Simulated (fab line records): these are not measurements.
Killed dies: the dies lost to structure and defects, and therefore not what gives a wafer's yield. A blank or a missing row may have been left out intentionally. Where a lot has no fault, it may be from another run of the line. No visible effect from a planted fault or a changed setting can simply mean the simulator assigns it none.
What tool caused it? || flow gf180mcu || Sampling: 11 lots, 33 wafers, 5 of 602 route steps

WHAT EACH GAUGE READ, for each wafer
GF_M4_RS_MEAS_05: the measuring method here is four-point-probe. Usual: for M4_ALCU_RS the level is 0.0695 ohm/sq and the standard deviation is 0.00071.
{"lot": "L474", "measured": "day 22 10:11", "on": "film-metro-04", "M4_ALCU_RS (ohm/sq)": "0.0695 0.0684 0.0685", "flag": ""}
{"lot": "L477", "measured": "day 23 18:58", "on": "film-metro-03", "M4_ALCU_RS (ohm/sq)": "0.0709 0.0700 0.0708", "flag": ""}
{"lot": "L478", "measured": "day 24 05:23", "on": "film-metro-01", "M4_ALCU_RS (ohm/sq)": "0.0706 0.0686 0.0688", "flag": ""}
{"lot": "L479", "measured": "day 24 16:02", "on": "film-metro-03", "M4_ALCU_RS (ohm/sq)": "0.0709 0.0702 0.0696", "flag": ""}
{"lot": "L480", "measured": "day 24 17:35", "on": "film-metro-03", "M4_ALCU_RS (ohm/sq)": "0.0699 0.0690 0.0703", "flag": ""}
{"lot": "L481", "measured": "day 25 06:23", "on": "film-metro-03", "M4_ALCU_RS (ohm/sq)": "0.0694 0.0684 0.0691", "flag": ""}
{"lot": "L483", "measured": "day 26 01:41", "on": "film-metro-03", "M4_ALCU_RS (ohm/sq)": "0.0698 0.0697 0.0695", "flag": ""}
{"lot": "L484", "measured": "day 26 02:37", "on": "film-metro-04", "M4_ALCU_RS (ohm/sq)": "0.0698 0.0691 0.0691", "flag": ""}
{"lot": "L493", "measured": "day 28 16:48", "on": "film-metro-01", "M4_ALCU_RS (ohm/sq)": "0.0701 0.0691 0.0690", "flag": ""}
{"lot": "L495", "measured": "day 29 09:37", "on": "film-metro-04", "M4_ALCU_RS (ohm/sq)": "0.0690 0.0700 0.0701", "flag": ""}
{"lot": "L497", "measured": "day 29 15:47", "on": "film-metro-03", "M4_ALCU_RS (ohm/sq)": "0.0698 0.0699 0.0698", "flag": ""}

GF_V4_BOW_MEAS_05. Usual: for V4_BOW the level is 137 um and the standard deviation is 8.6.
{"lot": "L474", "measured": "day 23 09:50", "on": "film-metro-01", "V4_BOW (um)": "137 150 140", "flag": ""}
{"lot": "L477", "measured": "day 24 18:21", "on": "film-metro-01", "V4_BOW (um)": "127 131 134", "flag": ""}
{"lot": "L478", "measured": "day 25 04:15", "on": "film-metro-01", "V4_BOW (um)": "142 132 136", "flag": ""}
{"lot": "L479", "measured": "day 25 15:04", "on": "film-metro-03", "V4_BOW (um)": "144 128 142", "flag": ""}
{"lot": "L480", "measured": "day 25 16:35", "on": "film-metro-03", "V4_BOW (um)": "138 135 126", "flag": ""}
{"lot": "L481", "measured": "day 26 04:53", "on": "film-metro-02", "V4_BOW (um)": "142 132 142", "flag": ""}
{"lot": "L483", "measured": "day 26 23:37", "on": "film-metro-02", "V4_BOW (um)": "135 149 136", "flag": ""}
{"lot": "L484", "measured": "day 27 00:19", "on": "film-metro-03", "V4_BOW (um)": "151 140 135", "flag": ""}
{"lot": "L493", "measured": "day 29 12:57", "on": "film-metro-03", "V4_BOW (um)": "152 139 139", "flag": ""}
{"lot": "L495", "measured": "day 30 05:34", "on": "film-metro-02", "V4_BOW (um)": "136 133 124 - - -", "flag": ""}
{"lot": "L497", "measured": "day 30 12:07", "on": "film-metro-02", "V4_BOW (um)": "141 146 142", "flag": ""}

WHAT TOOL EACH LOT RAN ON (gives the tool, then ch and the chambers of the sampled wafers, and finally the start)
{"lot": "L474", "GF_M4_SPUTTER_03": "pvd-sputter-02, day 22 10:07", "GF_M4_METAL_ETCH_16": "rie-metal-01 ch 0,1, day 23 08:34", "GF_V4_CMP_04": "cmp-02 ch 2,3, day 23 09:34"}
{"lot": "L477", "GF_M4_SPUTTER_03": "pvd-sputter-01, day 23 18:50", "GF_M4_METAL_ETCH_16": "rie-metal-03 ch 0,1, day 24 17:06", "GF_V4_CMP_04": "cmp-02 ch 0,1,2, day 24 18:08"}
{"lot": "L478", "GF_M4_SPUTTER_03": "pvd-sputter-03, day 24 05:20", "GF_M4_METAL_ETCH_16": "rie-metal-01 ch 0,1, day 25 02:58", "GF_V4_CMP_04": "cmp-02 ch 0,1,2, day 25 04:00"}
{"lot": "L479", "GF_M4_SPUTTER_03": "pvd-sputter-01, day 24 15:58", "GF_M4_METAL_ETCH_16": "rie-metal-03 ch 0,1, day 25 13:47", "GF_V4_CMP_04": "cmp-02 ch 0,2,3, day 25 14:48"}
{"lot": "L480", "GF_M4_SPUTTER_03": "pvd-sputter-01, day 24 17:32", "GF_M4_METAL_ETCH_16": "rie-metal-01 ch 0,1, day 25 15:19", "GF_V4_CMP_04": "cmp-01 ch 0,2, day 25 16:16"}
{"lot": "L481", "GF_M4_SPUTTER_03": "pvd-sputter-02, day 25 06:20", "GF_M4_METAL_ETCH_16": "rie-metal-04 ch 0,1, day 26 03:40", "GF_V4_CMP_04": "cmp-02 ch 0,1,3, day 26 04:35"}
{"lot": "L483", "GF_M4_SPUTTER_03": "pvd-sputter-02, day 26 01:38", "GF_M4_METAL_ETCH_16": "rie-metal-03 ch 0, day 26 22:16", "GF_V4_CMP_04": "cmp-01 ch 1,2, day 26 23:22"}
{"lot": "L484", "GF_M4_SPUTTER_03": "pvd-sputter-03, day 26 02:34", "GF_M4_METAL_ETCH_16": "rie-metal-04 ch 1, day 26 22:58", "GF_V4_CMP_04": "cmp-02 ch 0,2,3, day 27 00:07"}
{"lot": "L493", "GF_M4_SPUTTER_03": "pvd-sputter-01, day 28 16:41", "GF_M4_METAL_ETCH_16": "rie-metal-03 ch 0,1, day 29 11:43", "GF_V4_CMP_04": "cmp-02 ch 1,2, day 29 12:38"}
{"lot": "L495", "GF_M4_SPUTTER_03": "pvd-sputter-01, day 29 09:34", "GF_M4_METAL_ETCH_16": "rie-metal-04 ch 0,1, day 30 04:19", "GF_V4_CMP_04": "cmp-02 ch 1,2,3, day 30 05:19"}
{"lot": "L497", "GF_M4_SPUTTER_03": "pvd-sputter-01, day 29 15:43", "GF_M4_METAL_ETCH_16": "rie-metal-03 ch 0,1, day 30 10:52", "GF_V4_CMP_04": "cmp-01 ch 0,1,2, day 30 11:47"}
- GF_M4_SPUTTER_03: material Ti, target thk 10 nm, time 6.7 s.
- GF_M4_METAL_ETCH_16: etches the open film in Cl2/BCl3, stops on SiO2, target depth 750.8 nm, time 125.1 s.
- GF_V4_CMP_04: polishes SiO2.

AS READ BY THE TOOLS THEMSELVES (means over the sampled wafers that have a number; for cases with no such wafer, the mark the record gives instead)
GF_M4_SPUTTER_03. Usual: throttle-valve-pct 30.2 %, standard deviation 1.
{"lot": "L474", "tool": "pvd-sputter-02", "throttle-valve-pct (%)": 29.6, "flag": ""}
{"lot": "L477", "tool": "pvd-sputter-01", "throttle-valve-pct (%)": 30.9, "flag": ""}
{"lot": "L478", "tool": "pvd-sputter-03", "throttle-valve-pct (%)": 29.5, "flag": ""}
{"lot": "L479", "tool": "pvd-sputter-01", "throttle-valve-pct (%)": 30.0, "flag": ""}
{"lot": "L480", "tool": "pvd-sputter-01", "throttle-valve-pct (%)": 30.9, "flag": ""}
{"lot": "L481", "tool": "pvd-sputter-02", "throttle-valve-pct (%)": 30.2, "flag": ""}
{"lot": "L483", "tool": "pvd-sputter-02", "throttle-valve-pct (%)": 29.3, "flag": ""}
{"lot": "L484", "tool": "pvd-sputter-03", "throttle-valve-pct (%)": 29.4, "flag": ""}
{"lot": "L493", "tool": "pvd-sputter-01", "throttle-valve-pct (%)": 29.9, "flag": ""}
{"lot": "L495", "tool": "pvd-sputter-01", "throttle-valve-pct (%)": 30.8, "flag": ""}
{"lot": "L497", "tool": "pvd-sputter-01", "throttle-valve-pct (%)": 29.9, "flag": ""}

GF_M4_METAL_ETCH_16. Usual: chamber-pressure-mTorr 8.000 mTorr, standard deviation 0.0074; drypump-motor-current-A 5.7 A, standard deviation 0.37; oes-product-au 0.993 a.u., standard deviation 0.006; throttle-valve-pct 28.228 %, standard deviation 0.0094.
{"lot": "L474", "tool": "rie-metal-01", "chamber-pressure-mTorr (mTorr)": 7.997, "drypump-motor-current-A (A)": 6.0, "oes-product-au (a.u.)": 0.993, "throttle-valve-pct (%)": 28.223, "flag": ""}
{"lot": "L477", "tool": "rie-metal-03", "chamber-pressure-mTorr (mTorr)": 8.002, "drypump-motor-current-A (A)": 5.8, "oes-product-au (a.u.)": 0.993, "throttle-valve-pct (%)": 28.226, "flag": ""}
{"lot": "L478", "tool": "rie-metal-01", "chamber-pressure-mTorr (mTorr)": 8.001, "drypump-motor-current-A (A)": 6.1, "oes-product-au (a.u.)": 0.999, "throttle-valve-pct (%)": 28.229, "flag": ""}
{"lot": "L479", "tool": "rie-metal-03", "chamber-pressure-mTorr (mTorr)": 8.007, "drypump-motor-current-A (A)": 5.5, "oes-product-au (a.u.)": 0.993, "throttle-valve-pct (%)": 28.228, "flag": ""}
{"lot": "L480", "tool": "rie-metal-01", "chamber-pressure-mTorr (mTorr)": 7.994, "drypump-motor-current-A (A)": 6.1, "oes-product-au (a.u.)": 0.994, "throttle-valve-pct (%)": 28.226, "flag": ""}
{"lot": "L481", "tool": "rie-metal-04", "chamber-pressure-mTorr (mTorr)": 8.000, "drypump-motor-current-A (A)": 5.5, "oes-product-au (a.u.)": 0.987, "throttle-valve-pct (%)": 28.244, "flag": ""}
{"lot": "L483", "tool": "rie-metal-03", "chamber-pressure-mTorr (mTorr)": 7.992, "drypump-motor-current-A (A)": 6.0, "oes-product-au (a.u.)": 0.988, "throttle-valve-pct (%)": 28.226, "flag": ""}
{"lot": "L484", "tool": "rie-metal-04", "chamber-pressure-mTorr (mTorr)": 8.010, "drypump-motor-current-A (A)": 5.6, "oes-product-au (a.u.)": 0.991, "throttle-valve-pct (%)": 28.231, "flag": ""}
{"lot": "L493", "tool": "rie-metal-03", "chamber-pressure-mTorr (mTorr)": 8.003, "drypump-motor-current-A (A)": 5.5, "oes-product-au (a.u.)": 0.998, "throttle-valve-pct (%)": 28.222, "flag": ""}
{"lot": "L495", "tool": "rie-metal-04", "chamber-pressure-mTorr (mTorr)": 8.001, "drypump-motor-current-A (A)": 5.3, "oes-product-au (a.u.)": 0.987, "throttle-valve-pct (%)": 28.231, "flag": ""}
{"lot": "L497", "tool": "rie-metal-03", "chamber-pressure-mTorr (mTorr)": 7.995, "drypump-motor-current-A (A)": 5.5, "oes-product-au (a.u.)": 0.990, "throttle-valve-pct (%)": 28.231, "flag": ""}

GF_V4_CMP_04. Usual: head-pressure-psi 3.999 psi, standard deviation 0.0083; motor-current-A 11.6 A, standard deviation 1.2; time-to-endpoint-s 81 s, standard deviation 5.5.
{"lot": "L474", "tool": "cmp-02", "head-pressure-psi (psi)": 3.996, "motor-current-A (A)": 11.5, "time-to-endpoint-s (s)": 77, "flag": ""}
{"lot": "L477", "tool": "cmp-02", "head-pressure-psi (psi)": 4.000, "motor-current-A (A)": 11.0, "time-to-endpoint-s (s)": 83, "flag": ""}
{"lot": "L478", "tool": "cmp-02", "head-pressure-psi (psi)": 3.992, "motor-current-A (A)": 11.5, "time-to-endpoint-s (s)": 77, "flag": ""}
{"lot": "L479", "tool": "cmp-02", "head-pressure-psi (psi)": 3.997, "motor-current-A (A)": 11.4, "time-to-endpoint-s (s)": 78, "flag": ""}
{"lot": "L480", "tool": "cmp-01", "head-pressure-psi (psi)": 3.998, "motor-current-A (A)": 11.5, "time-to-endpoint-s (s)": 80, "flag": ""}
{"lot": "L481", "tool": "cmp-02", "head-pressure-psi (psi)": 3.993, "motor-current-A (A)": 11.3, "time-to-endpoint-s (s)": 71, "flag": ""}
{"lot": "L483", "tool": "cmp-01", "head-pressure-psi (psi)": 3.996, "motor-current-A (A)": 11.9, "time-to-endpoint-s (s)": 76, "flag": ""}
{"lot": "L484", "tool": "cmp-02", "head-pressure-psi (psi)": 3.999, "motor-current-A (A)": 10.9, "time-to-endpoint-s (s)": 77, "flag": ""}
{"lot": "L493", "tool": "cmp-02", "head-pressure-psi (psi)": 4.007, "motor-current-A (A)": 11.9, "time-to-endpoint-s (s)": 82, "flag": ""}
{"lot": "L495", "tool": "cmp-02", "head-pressure-psi (psi)": 4.003, "motor-current-A (A)": 11.6, "time-to-endpoint-s (s)": 91, "flag": ""}
{"lot": "L497", "tool": "cmp-01", "head-pressure-psi (psi)": 3.986, "motor-current-A (A)": 12.2, "time-to-endpoint-s (s)": 85, "flag": ""}

THE ANSWER, worked out from the rows above alone
Rule: take the mean of a lot's wafers that have a number; if it is more than 3 standard deviations from the usual mean, the lot is off. Also off: a lot with no number at a reading for which 4 or more lots have one. Where the step has rows for the other lots, those lots are counted as sound. Order of review: gauges by route order, followed by the tools' own readings, for which a lot's mean as printed above is used. The first step at which some lot is off is used, and at that step the reading that is off furthest; a lot without a number counts as furthest.
None of the lots is off at any reading shown; this tells nothing.

WHAT WAS PUT IN BY THE SIMULATOR
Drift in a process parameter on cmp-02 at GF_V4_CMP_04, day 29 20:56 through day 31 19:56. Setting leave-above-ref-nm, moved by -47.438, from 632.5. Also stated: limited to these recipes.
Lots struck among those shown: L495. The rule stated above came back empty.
